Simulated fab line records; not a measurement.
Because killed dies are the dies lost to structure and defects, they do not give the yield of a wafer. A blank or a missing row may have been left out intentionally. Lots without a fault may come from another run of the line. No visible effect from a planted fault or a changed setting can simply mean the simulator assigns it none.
Matching of chambers + flow sky130 + SKY_CAP2M_CVD_00 on pecvd-01: 3 sister chambers
The step deposits SiO2, target thk 15.5 nm. 14 wafers are shown with their chamber, then 7 later ones without.

## WAFERS PAIRED WITH THEIR CHAMBERS
| wafer  | chamber | heater_power_w (W) |
|--------|---------|--------------------|
| L980.1 | 1       | 769                |
| L980.2 | 0       | 755                |
| L980.4 | 1       | 754                |
| L983.1 | 1       | 740                |
| L983.3 | 0       | 743                |
| L983.6 | 0       | 738                |
| L988.1 | 1       | 733                |
| L988.4 | 1       | 708                |
| L988.5 | 2       | 782                |
| L993.1 | 0       | 752                |
| L993.2 | 1       | 758                |
| L993.4 | 2       | 717                |
| L996.2 | 1       | 746                |
| L996.4 | 0       | 662                |

SIGNATURES (means of the wafers above)
| reading        | chamber 0 | chamber 1 | chamber 2 | scatter within a chamber |
|----------------|-----------|-----------|-----------|--------------------------|
| heater_power_w | 730.00    | 744.00    | 749.50    | 30.8                     |
Rule: distance of a wafer from a chamber = root of the sum over the readings of ((wafer's reading minus chamber's mean) / reading's scatter) squared. The wafer belongs to the nearest chamber; if the next one is less than 2 further off, it can't be placed. How the scatter is found: for the shown wafers, subtract from each reading the mean of its chamber, square and add these, divide the total by (wafers less chambers), then take the root.

## WAFERS MISSING THEIR CHAMBER
| wafer  | heater_power_w (W) |
|--------|--------------------|
| L996.6 | 764                |
| L999.1 | 750                |
| L999.3 | 671                |
| L999.4 | 657                |
| L101.2 | 774                |
| L101.4 | 790                |
| L101.6 | 746                |

## WHICH CHAMBER EACH ONE RAN IN
| wafer  | from the rows above          | in truth |
|--------|------------------------------|----------|
| L996.6 | can't be placed: 2 or 1 or 0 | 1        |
| L999.1 | can't be placed: 2 or 1 or 0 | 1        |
| L999.3 | can't be placed: 0 or 1 or 2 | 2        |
| L999.4 | can't be placed: 0 or 1 or 2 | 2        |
| L101.2 | can't be placed: 2 or 1 or 0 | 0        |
| L101.4 | can't be placed: 2 or 1 or 0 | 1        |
| L101.6 | can't be placed: 1 or 2 or 0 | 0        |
Correctly placed: 0 of 7. Unplaceable from these rows: 7, with the true chamber sitting among the candidates in 7. Wrongly placed: 0.
